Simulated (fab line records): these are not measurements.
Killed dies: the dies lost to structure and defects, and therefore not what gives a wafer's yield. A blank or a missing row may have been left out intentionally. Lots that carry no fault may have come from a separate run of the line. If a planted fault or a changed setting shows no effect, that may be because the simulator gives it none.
fab line records + flow sky130 + part 2 of 2: steps 31 to 43 of 43
[record]
- lots = 5
- wafers = 15
- last-day = 50
route steps=708 shown CAP2M@609 METAL4@621 VIA4@639
lots that met no fault: taken from a fault-free run of the same line
start-h: the number of hours between the record's first day and the start of the first shown wafer of the lot + wait-h: time in hours since the lot's previous step + " unchanged from the row above + L1.1+2: a single row standing in for several wafers + - value missing, or start not given + * or withheld: withheld + < > ~ a bound
route shown NAME@n: a module of which the file shows steps, and the number in the route of the first + usual: average and standard deviation across the fault-free wafers + same: alike in all rows + chamber/n: place in a boat + sites: readings site by site + _std_site: their standard deviation + _edge_site: the outer-site mean with the inner-site mean subtracted + radius-mm: for every site, how far away it sits from the centre of the wafer + mask NAME#n: copy n + behind: the most recent tool/chamber to have shaped the wafer + hold: the reason the lot was held/the length of the hold in hours/how it ended + device: whichever transistor did not switch (one of n, p or np) + end of line: tests run on the same wafers once the route is complete + a step without rows: its recipe alone + killed: dies lost to structure and defects at the first sort, not the wafer's yield + map: a wafer's dies, x killed, . not, _ none there
set.NAME: the setting the step ran with; set.NAME@STEP: the setting that earlier step ran with + model.NAME: the simulator's own value behind a step, which no gauge read
lots seen at some steps along the route; tables by step, rows by wafer
services: when a tool's chamber went out of use (start-h, in hours from the record's first day, below 0 if earlier), for how many hours, and the reason
[[steps]]
[step SKY_VIA4_HDPCVD_00]
[recipe]
- material = SiO2
- target-thk-nm = 1750
- sigma-open-frac = 0.3
- time-s = 291.7
- temp-c = 400
- sih4-flow-sccm = 60
- pressure-mtorr = 6
[usual]
- pressure-mtorr = 5.999/0.011
| lot.wafer | tool      | chamber | start-h | wait-h | pressure-mtorr |
|-----------|-----------|---------|---------|--------|----------------|
| L075.1    | hdpcvd-01 | 1       | 988.76  | 0.0    | 5.985          |
| L075.2    | "         | 0       | "       | "      | 5.982          |
| L075.4    | "         | 2       | "       | "      | 6.010          |
| L077.2    | hdpcvd-02 | 0       | 994.56  | 0.0    | 5.999          |
| L077.4    | "         | 0       | "       | "      | 6.022          |
| L077.5    | "         | 1       | "       | "      | 6.002          |
| L093.1    | hdpcvd-02 | 0       | 1112.77 | 0.0    | 5.974          |
| L093.3    | "         | 1       | "       | "      | 6.010          |
| L093.4    | "         | 1       | "       | "      | 5.999          |
| L095.3    | hdpcvd-01 | 2       | 1114.16 | 0.0    | 5.999          |
| L095.4    | "         | 1       | "       | "      | 5.985          |
| L095.6    | "         | 0       | "       | "      | 6.009          |
| L094.1    | hdpcvd-01 | 0       | 1115.65 | 0.0    | 5.997          |
| L094.2    | "         | 2       | "       | "      | 5.995          |
| L094.6    | "         | 2       | "       | "      | 5.998          |
[step SKY_VIA4_THK_MEAS_01]
[recipe]
- reads = SiO2_of_VIA4_HDPCVD_00
[usual]
- VIA4_HDPCVD_THK = 1744/19
| lot.wafer | tool          | chamber | start-h | wait-h | VIA4_HDPCVD_THK[nm] |
|-----------|---------------|---------|---------|--------|---------------------|
| L075.1    | film-metro-03 | -       | 988.94  | 0.1    | 1732                |
| L075.2    | "             | -       | "       | "      | 1735                |
| L075.4    | "             | -       | "       | "      | 1730                |
| L077.2    | film-metro-01 | -       | 994.75  | 0.1    | 1768                |
| L077.4    | "             | -       | "       | "      | 1768                |
| L077.5    | "             | -       | "       | "      | 1767                |
| L093.1    | film-metro-03 | -       | 1112.94 | 0.1    | 1765                |
| L093.3    | "             | -       | "       | "      | 1764                |
| L093.4    | "             | -       | "       | "      | 1755                |
| L095.3    | film-metro-01 | -       | 1114.36 | 0.1    | 1752                |
| L095.4    | "             | -       | "       | "      | 1759                |
| L095.6    | "             | -       | "       | "      | 1758                |
| L094.1    | film-metro-03 | -       | 1115.94 | 0.2    | 1746                |
| L094.2    | "             | -       | "       | "      | 1728                |
| L094.6    | "             | -       | "       | "      | 1716                |
[step SKY_VIA4_CMP_02]
[recipe]
- material = SiO2
- down-force-psi = 4
- platen-rpm = 60
- pad-velocity-m-s = 0.94248
[usual]
- motor-current-A = 12.1/1.6
| lot.wafer | tool   | chamber | start-h | wait-h | motor-current-A |
|-----------|--------|---------|---------|--------|-----------------|
| L075.2    | cmp-01 | 1       | 989.00  | 0.0    | 15.0            |
| L075.1    | "      | 2       | "       | "      | 12.4            |
| L075.4    | "      | 0       | "       | "      | 11.4            |
| L077.2    | cmp-02 | 0       | 995.04  | 0.3    | 11.3            |
| L077.4    | "      | 1       | "       | "      | 12.1            |
| L077.5    | "      | 0       | "       | "      | 11.4            |
| L093.3    | cmp-01 | 1       | 1113.06 | 0.1    | 15.0            |
| L093.1    | "      | 2       | "       | "      | 12.8            |
| L093.4    | "      | 3       | "       | "      | 10.4            |
| L095.4    | cmp-02 | 1       | 1114.43 | 0.1    | 12.0            |
| L095.3    | "      | 3       | "       | "      | 13.6            |
| L095.6    | "      | 2       | "       | "      | 10.8            |
| L094.2    | cmp-02 | 2       | 1116.23 | 0.3    | 10.7            |
| L094.1    | "      | 1       | "       | "      | 11.5            |
| L094.6    | "      | 3       | "       | "      | 13.9            |
[step SKY_VIA4_BOW_MEAS_03]
[recipe]
- mode = bow
[usual]
- VIA4_BOW = 78/7.6
| lot.wafer | tool          | chamber | start-h | wait-h | VIA4_BOW[um] |
|-----------|---------------|---------|---------|--------|--------------|
| L075.1    | film-metro-01 | -       | 989.30  | 0.2    | 65           |
| L075.2    | "             | -       | "       | "      | 72           |
| L075.4    | "             | -       | "       | "      | 86           |
| L077.2    | film-metro-01 | -       | 995.31  | 0.2    | 95           |
| L077.4    | "             | -       | "       | "      | 75           |
| L077.5    | "             | -       | "       | "      | 83           |
| L093.1    | film-metro-02 | -       | 1113.31 | 0.1    | 71           |
| L093.3    | "             | -       | "       | "      | 72           |
| L093.4    | "             | -       | "       | "      | 80           |
| L095.3    | film-metro-03 | -       | 1114.77 | 0.2    | 74           |
| L095.4    | "             | -       | "       | "      | 84           |
| L095.6    | "             | -       | "       | "      | 76           |
| L094.1    | film-metro-02 | -       | 1116.68 | 0.2    | 71           |
| L094.2    | "             | -       | "       | "      | 75           |
| L094.6    | "             | -       | "       | "      | 70           |
[step SKY_VIA4_DEHYDRATE_04]
[recipe]
- temp-c = 200
- time-s = 60
| lot.wafer  | tool           | chamber | start-h | wait-h |
|------------|----------------|---------|---------|--------|
| L075.1+2+4 | litho-track-04 | 0       | 1000.45 | 11.1   |
| L077.2+4+5 | litho-track-01 | 0       | 1005.79 | 10.5   |
| L093.1+3+4 | litho-track-01 | 0       | 1118.02 | 4.7    |
| L095.3+4+6 | litho-track-01 | 0       | 1119.82 | 5.0    |
| L094.1+2+6 | litho-track-01 | 0       | 1123.22 | 6.5    |
[step SKY_VIA4_HMDS_05]
[recipe]
- prime-time-s = 60
- prime-temp-c = 120
| lot.wafer  | tool           | chamber | start-h | wait-h |
|------------|----------------|---------|---------|--------|
| L075.1+2+4 | litho-track-04 | 0       | 1000.60 | 0.1    |
| L077.2+4+5 | litho-track-01 | 0       | 1005.94 | 0.1    |
| L093.1+3+4 | litho-track-01 | 0       | 1118.17 | 0.1    |
| L095.3+4+6 | litho-track-01 | 0       | 1119.97 | 0.1    |
| L094.1+2+6 | litho-track-01 | 0       | 1123.37 | 0.1    |
[step SKY_VIA4_COAT_06]
[recipe]
- resist = NOVOLAK
- spin-rpm = 3000
- resist-thk-nm = 1140
| lot.wafer  | tool           | chamber | start-h | wait-h |
|------------|----------------|---------|---------|--------|
| L075.1+2+4 | litho-track-04 | 0       | 1000.75 | 0.1    |
| L077.2+4+5 | litho-track-01 | 0       | 1006.09 | 0.1    |
| L093.1+3+4 | litho-track-01 | 0       | 1118.32 | 0.1    |
| L095.3+4+6 | litho-track-01 | 0       | 1120.12 | 0.1    |
| L094.1+2+6 | litho-track-01 | 0       | 1123.52 | 0.1    |
[step SKY_VIA4_SOFTBAKE_07]
[recipe]
- temp-c = 90
- time-s = 60
- resist = NOVOLAK
| lot.wafer  | tool           | chamber | start-h | wait-h |
|------------|----------------|---------|---------|--------|
| L075.1+2+4 | litho-track-04 | 0       | 1000.90 | 0.1    |
| L077.2+4+5 | litho-track-01 | 0       | 1006.24 | 0.1    |
| L093.1+3+4 | litho-track-01 | 0       | 1118.47 | 0.1    |
| L095.3+4+6 | litho-track-01 | 0       | 1120.27 | 0.1    |
| L094.1+2+6 | litho-track-01 | 0       | 1123.67 | 0.1    |
[step SKY_VIA4_EXPOSE_08]
[recipe]
- mask-id = VIM4
- na = 0.6
- source-shape = conventional
- sigma-outer = 0.6
- polarization = unpolarized
- target-cd-nm = 800
- dose-mj = 132
[usual]
- exposure-dose-mJ-cm2 = 132.01/0.16
| lot.wafer | tool             | chamber | start-h | wait-h | mask   | exposure-dose-mJ-cm2 |
|-----------|------------------|---------|---------|--------|--------|----------------------|
| L075.1    | iline-stepper-02 | 0       | -       | -      | VIM4#0 | 132.00               |
| L075.2    | "                | 0       | "       | "      | VIM4#0 | 132.02               |
| L075.4    | "                | 0       | "       | "      | VIM4#0 | 132.00               |
| L077.2    | iline-stepper-02 | 0       | -       | -      | VIM4#0 | 131.96               |
| L077.4    | "                | 0       | "       | "      | VIM4#0 | 131.91               |
| L077.5    | "                | 0       | "       | "      | VIM4#0 | 131.92               |
| L093.1    | iline-stepper-02 | 0       | -       | -      | VIM4#0 | 132.03               |
| L093.3    | "                | 0       | "       | "      | VIM4#0 | 131.94               |
| L093.4    | "                | 0       | "       | "      | VIM4#0 | 132.04               |
| L095.3    | iline-stepper-02 | 0       | -       | -      | VIM4#0 | 132.07               |
| L095.4    | "                | 0       | "       | "      | VIM4#0 | 132.05               |
| L095.6    | "                | 0       | "       | "      | VIM4#0 | 131.95               |
| L094.1    | iline-stepper-01 | 0       | -       | -      | VIM4#0 | 132.10               |
| L094.2    | "                | 0       | "       | "      | VIM4#0 | 132.26               |
| L094.6    | "                | 0       | "       | "      | VIM4#0 | 132.02               |
[step SKY_VIA4_PEB_09]
[recipe]
- temp-c = withheld
- time-s = *
- resist = NOVOLAK
| lot.wafer  | tool           | chamber | start-h | wait-h |
|------------|----------------|---------|---------|--------|
| L075.1+2+4 | litho-track-01 | 0       | -       | -      |
| L077.2+4+5 | litho-track-04 | 0       | -       | -      |
| L093.1+3+4 | litho-track-03 | 0       | -       | -      |
| L095.3+4+6 | litho-track-03 | 0       | -       | -      |
| L094.1+2+6 | litho-track-04 | 0       | -       | -      |
[step SKY_VIA4_DEVELOP_10]
[recipe]
- resist = NOVOLAK
- developer = TMAH
- develop-time-s = 60
- dev-temp-c = 23
| lot.wafer  | tool           | chamber | start-h | wait-h |
|------------|----------------|---------|---------|--------|
| L075.1+2+4 | litho-track-01 | 0       | 1012.07 | 0.1    |
| L077.2+4+5 | litho-track-04 | 0       | 1017.52 | 0.1    |
| L093.1+3+4 | litho-track-03 | 0       | 1127.51 | 0.1    |
| L095.3+4+6 | litho-track-03 | 0       | 1130.06 | 0.1    |
| L094.1+2+6 | litho-track-04 | 0       | 1133.55 | 0.1    |
[step SKY_VIA4_OVL_MEAS_11]
[usual]
- VIA4_OVL = -0.2/1.3
| lot.wafer | tool       | chamber | start-h | wait-h | VIA4_OVL[nm] |
|-----------|------------|---------|---------|--------|--------------|
| L075.1    | overlay-01 | -       | 1012.22 | 0.1    | 0.8          |
| L075.2    | "          | -       | "       | "      | -0.8         |
| L075.4    | "          | -       | "       | "      | 1.3          |
| L077.2    | overlay-01 | -       | 1017.66 | 0.1    | -3.2         |
| L077.4    | "          | -       | "       | "      | 0.1          |
| L077.5    | "          | -       | "       | "      | -0.9         |
| L093.1    | overlay-01 | -       | 1127.66 | 0.1    | -0.9         |
| L093.3    | "          | -       | "       | "      | -2.1         |
| L093.4    | "          | -       | "       | "      | -1.8         |
| L095.3    | overlay-01 | -       | 1130.17 | 0.1    | 0.8          |
| L095.4    | "          | -       | "       | "      | 0.1          |
| L095.6    | "          | -       | "       | "      | 1.2          |
| L094.1    | overlay-02 | -       | 1133.70 | 0.1    | -0.7         |
| L094.2    | "          | -       | "       | "      | 1.0          |
| L094.6    | "          | -       | "       | "      | -0.3         |
[step SKY_VIA4_ETCH_12]
[recipe]
- target = SiO2
- chemistry = C4F8/O2/Ar
- stop-on = TiN
- mask-material = NOVOLAK
- source-w = 1500
- bias-w = 1200
- pressure-mtorr = 40
- c4f8-flow-sccm = withheld
- O2_flow_sccm = 6
- Ar_flow_sccm = 300
- time-s = withheld
- target-depth-a = 5800
[usual]
- oes-product-au = 0.925/0.0048
| lot.wafer | tool        | chamber | start-h | wait-h | oes-product-au |
|-----------|-------------|---------|---------|--------|----------------|
| L075.1    | rie-diel-02 | 0       | 1012.25 | 0.0    | 0.930          |
| L075.2    | "           | 3       | "       | "      | 0.921          |
| L075.4    | "           | 2       | "       | "      | 0.926          |
| L077.2    | rie-diel-02 | 0       | 1017.69 | 0.0    | 0.922          |
| L077.4    | "           | 3       | "       | "      | 0.927          |
| L077.5    | "           | 1       | "       | "      | 0.928          |
| L093.1    | rie-diel-04 | 3       | 1127.70 | 0.0    | 0.925          |
| L093.3    | "           | 0       | "       | "      | 0.920          |
| L093.4    | "           | 1       | "       | "      | 0.928          |
| L095.3    | rie-diel-02 | 3       | 1130.20 | 0.0    | 0.921          |
| L095.4    | "           | 2       | "       | "      | 0.941          |
| L095.6    | "           | 1       | "       | "      | 0.930          |
| L094.1    | rie-diel-02 | 2       | 1133.74 | 0.0    | 0.921          |
| L094.2    | "           | 1       | "       | "      | 0.928          |
| L094.6    | "           | 0       | "       | "      | 0.930          |
[[services]]
| tool             | chamber | start-h | hours | kind   |
|------------------|---------|---------|-------|--------|
| iline-stepper-01 | -       | 952.13  | 1.4   | repair |
| rie-metal-03     | -       | 963.67  | 1.1   | repair |
| wet-bench-01     | -       | 976.82  | 1.2   | repair |
| rie-metal-01     | 1       | 976.91  | 5.8   | repair |
| wet-bench-02     | -       | 978.72  | 2.2   | repair |
| wet-bench-04     | -       | 985.11  | 0.5   | repair |
| iline-stepper-01 | -       | 990.50  | 1.7   | pm     |
| rie-metal-03     | -       | 993.61  | 2.8   | pm     |
| wet-bench-03     | -       | 994.72  | 3.0   | repair |
| wet-bench-01     | -       | 999.51  | 4.4   | pm     |
| rie-metal-01     | 1       | 1002.51 | 6.5   | repair |
| plasma-asher-03  | -       | 1002.60 | 15.6  | pm     |
| rie-metal-01     | -       | 1011.18 | 1.9   | repair |
| wet-bench-03     | -       | 1012.34 | 0.8   | repair |
| plasma-asher-03  | -       | 1020.95 | 8.1   | repair |
| iline-stepper-02 | -       | 1039.22 | 4.7   | repair |
| iline-stepper-02 | -       | 1043.87 | 1.7   | pm     |
| plasma-asher-03  | -       | 1047.83 | 11.6  | repair |
| rie-metal-01     | -       | 1058.47 | 14.6  | pm     |
| rie-diel-02      | -       | 1072.34 | 0.7   | repair |
| rie-diel-02      | -       | 1089.82 | 2.8   | pm     |
| rie-diel-02      | 3       | 1093.73 | 12.4  | repair |
| wet-bench-01     | -       | 1097.47 | 1.3   | repair |
| rie-metal-01     | -       | 1133.20 | 1.4   | pm     |
